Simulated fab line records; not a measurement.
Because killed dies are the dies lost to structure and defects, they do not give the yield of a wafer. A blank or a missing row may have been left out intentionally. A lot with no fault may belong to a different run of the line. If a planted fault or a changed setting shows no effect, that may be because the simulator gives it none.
Which of the tools did it? ; flow gf180mcu ; Sampling: 15 lots, 45 wafers, 4 of 602 route steps

WHAT THE GAUGES READ, wafer by wafer
The record lacks any reading of a measuring or inspecting step that a usual standard deviation could be used to judge.

TOOL THAT RAN EACH LOT (tool first, then ch and the chambers of the sampled wafers, then the start)
lot;GF_CONTACT_SPUTTER_23;GF_M1_SPUTTER_03;GF_M1_EXPOSE_11;GF_M1_METAL_ETCH_16
L286;pvd_sputter-03, day 16 06:13;pvd_sputter-02, day 16 07:00;krf_scanner-02 ch 0, day 16 19:06;rie_metal-04 ch 0, day 17 06:38
L287;pvd_sputter-01, day 16 11:57;pvd_sputter-03, day 16 12:44;krf_scanner-02 ch 0, day 17 00:35;rie_metal-04 ch 0,1, day 17 11:33
L289;pvd_sputter-01, day 17 13:49;pvd_sputter-03, day 17 14:35;krf_scanner-02 ch 0, day 18 02:45;rie_metal-04 ch 0,1, day 18 14:21
L291;pvd_sputter-01, day 18 06:31;pvd_sputter-02, day 18 07:29;krf_scanner-01 ch 0, day 18 20:05;rie_metal-03 ch 0,1, day 19 08:11
L293;pvd_sputter-03, day 18 16:51;pvd_sputter-02, day 18 17:38;krf_scanner-02 ch 0, day 19 06:12;rie_metal-04 ch 0,1, day 19 18:13
L294;pvd_sputter-03, day 18 22:44;pvd_sputter-04, day 18 23:31;krf_scanner-02 ch 0, day 19 11:23;rie_metal-02 ch 0,1, day 19 23:29
L295;pvd_sputter-02, day 19 13:06;pvd_sputter-04, day 19 13:53;krf_scanner-02 ch 0, day 20 02:46;rie_metal-03 ch 0, day 20 14:35
L296;pvd_sputter-01, day 20 05:02;pvd_sputter-02, day 20 05:51;krf_scanner-02 ch 0, day 20 17:29;rie_metal-03 ch 0,1, day 21 05:32
L297;pvd_sputter-03, day 20 09:11;pvd_sputter-02, day 20 09:58;krf_scanner-01 ch 0, day 20 22:32;rie_metal-02 ch 0,1, day 21 10:28
L298;pvd_sputter-03, day 20 11:31;pvd_sputter-03, day 20 13:47;krf_scanner-02 ch 0, day 21 01:52;rie_metal-03 ch 0,1, day 21 13:08
L299;pvd_sputter-02, day 21 00:34;pvd_sputter-04, day 21 01:21;krf_scanner-02, day 21 12:58;rie_metal-03 ch 0, day 22 01:02
L300;pvd_sputter-03, day 21 08:30;pvd_sputter-02, day 21 09:17;krf_scanner-01, day 21 21:10;rie_metal-04 ch 0,1, day 22 08:59
L301;pvd_sputter-02, day 21 18:43;pvd_sputter-04, day 21 19:29;krf_scanner-01, day 22 07:49;rie_metal-02 ch 0,1, day 22 18:32
L307;pvd_sputter-03, day 23 17:11;pvd_sputter-04, day 23 17:58;krf_scanner-01 ch 0, day 24 05:48;rie_metal-04 ch 0,1, day 24 16:26
L309;pvd_sputter-02, day 24 04:13;pvd_sputter-04, day 24 04:59;krf_scanner-02 ch 0, day 24 15:56;rie_metal-03 ch 0,1, day 25 02:20
- GF_CONTACT_SPUTTER_23: material TiN, target thk 10 nm, time 40 s.
- GF_M1_SPUTTER_03: material Ti, target thk 10 nm, time 6.7 s.
- GF_M1_EXPOSE_11: exposes mask Metal1, target cd 230 nm.
- GF_M1_METAL_ETCH_16: etches the open film in Cl2/BCl3, stops on SiO2, target depth 750.8 nm, time 125.1 s.

AS READ BY THE TOOLS THEMSELVES (means over the sampled wafers that have a number; for cases with no such wafer, the mark the record gives instead)
GF_CONTACT_SPUTTER_23.
lot;tool;throttle_valve_pct (%)
L286;pvd_sputter-03;29.7
L287;pvd_sputter-01;29.7
L289;pvd_sputter-01;30.1
L291;pvd_sputter-01;29.8
L293;pvd_sputter-03;30.1
L294;pvd_sputter-03;30.0
L295;pvd_sputter-02;29.7
L296;pvd_sputter-01;29.9
L297;pvd_sputter-03;29.9
L298;pvd_sputter-03;29.4
L299;pvd_sputter-02;30.1
L300;pvd_sputter-03;29.8
L301;pvd_sputter-02;30.2
L307;pvd_sputter-03;30.0
L309;pvd_sputter-02;29.9

GF_M1_SPUTTER_03.
lot;tool;throttle_valve_pct (%)
L286;pvd_sputter-02;29.8
L287;pvd_sputter-03;29.9
L289;pvd_sputter-03;29.8
L291;pvd_sputter-02;29.6
L293;pvd_sputter-02;29.5
L294;pvd_sputter-04;29.9
L295;pvd_sputter-04;29.3
L296;pvd_sputter-02;29.8
L297;pvd_sputter-02;30.2
L298;pvd_sputter-03;30.0
L299;pvd_sputter-04;29.7
L300;pvd_sputter-02;29.6
L301;pvd_sputter-04;30.3
L307;pvd_sputter-04;29.2
L309;pvd_sputter-04;29.7

GF_M1_EXPOSE_11.
lot;tool;exposure_dose_mJ_cm2;focus_offset_nm (nm)
L286;krf_scanner-02;27.989;0.1
L287;krf_scanner-02;27.993;0.4
L289;krf_scanner-02;27.961;0.6
L291;krf_scanner-01;27.968;-0.5
L293;krf_scanner-02;27.979;0.1
L294;krf_scanner-02;27.981;0.0
L295;krf_scanner-02;27.984;0.1
L296;krf_scanner-02;27.996;-0.9
L297;krf_scanner-01;27.970;-0.3
L298;krf_scanner-02;27.971;0.0
L299;krf_scanner-02;-;-
L300;krf_scanner-01;-;-
L301;krf_scanner-01;-;-
L307;krf_scanner-01;27.937;0.1
L309;krf_scanner-02;27.974;0.2

GF_M1_METAL_ETCH_16.
lot;tool;drypump_motor_current_A (A);he_backside_leak_sccm (sccm);oes_product_au (a.u.);throttle_valve_pct (%)
L286;rie_metal-04;5.9;2.98;0.997;28.221
L287;rie_metal-04;5.8;3.52;0.994;28.227
L289;rie_metal-04;5.9;3.30;0.993;28.231
L291;rie_metal-03;6.7;3.48;0.992;28.232
L293;rie_metal-04;5.9;3.24;1.001;28.222
L294;rie_metal-02;5.5;3.16;0.990;28.231
L295;rie_metal-03;6.8;3.50;0.994;28.238
L296;rie_metal-03;6.5;3.50;0.994;28.221
L297;rie_metal-02;5.3;3.20;0.989;28.231
L298;rie_metal-03;6.5;3.50;0.992;28.233
L299;rie_metal-03;6.8;3.36;0.994;28.222
L300;rie_metal-04;5.9;3.19;0.997;28.215
L301;rie_metal-02;5.5;3.23;0.993;28.228
L307;rie_metal-04;5.8;3.36;0.994;28.224
L309;rie_metal-03;6.5;3.35;0.998;28.221

THE ANSWER, worked out from the rows above alone
Rule: what is usual is taken from the lots themselves. Put in order of their means at a reading, lots are off if they are a third of the lots or fewer, leave a main group of 4 or more, and stand apart from it by a gap of 3 or more times the standard deviation of the main group's means; of several such gaps the widest counts. A main group is skipped when, at the precision printed for the reading in the tables above, its means are all equal. Also off: a lot with no number at a reading for which 4 or more lots have one. All remaining lots with rows at the step are treated as sound. First the gauges in route order, then the tools' own readings, where a lot's mean is used as printed above. At the first step where some lot is off, the reading lying furthest off is the one used; lots without a number count as furthest.
Off, at GF_M1_EXPOSE_11 on exposure_dose_mJ_cm2: L299, L300, L301. Without a number there: L299, L300, L301. The main group: mean 27.975, standard deviation 0.015.
If a tool, at that step or one of the process steps before it, ran each lot that is off and ran no sound lot following the first of them, it fits. None of those tried fits.

WHAT HAD BEEN PUT IN BY THE SIMULATOR
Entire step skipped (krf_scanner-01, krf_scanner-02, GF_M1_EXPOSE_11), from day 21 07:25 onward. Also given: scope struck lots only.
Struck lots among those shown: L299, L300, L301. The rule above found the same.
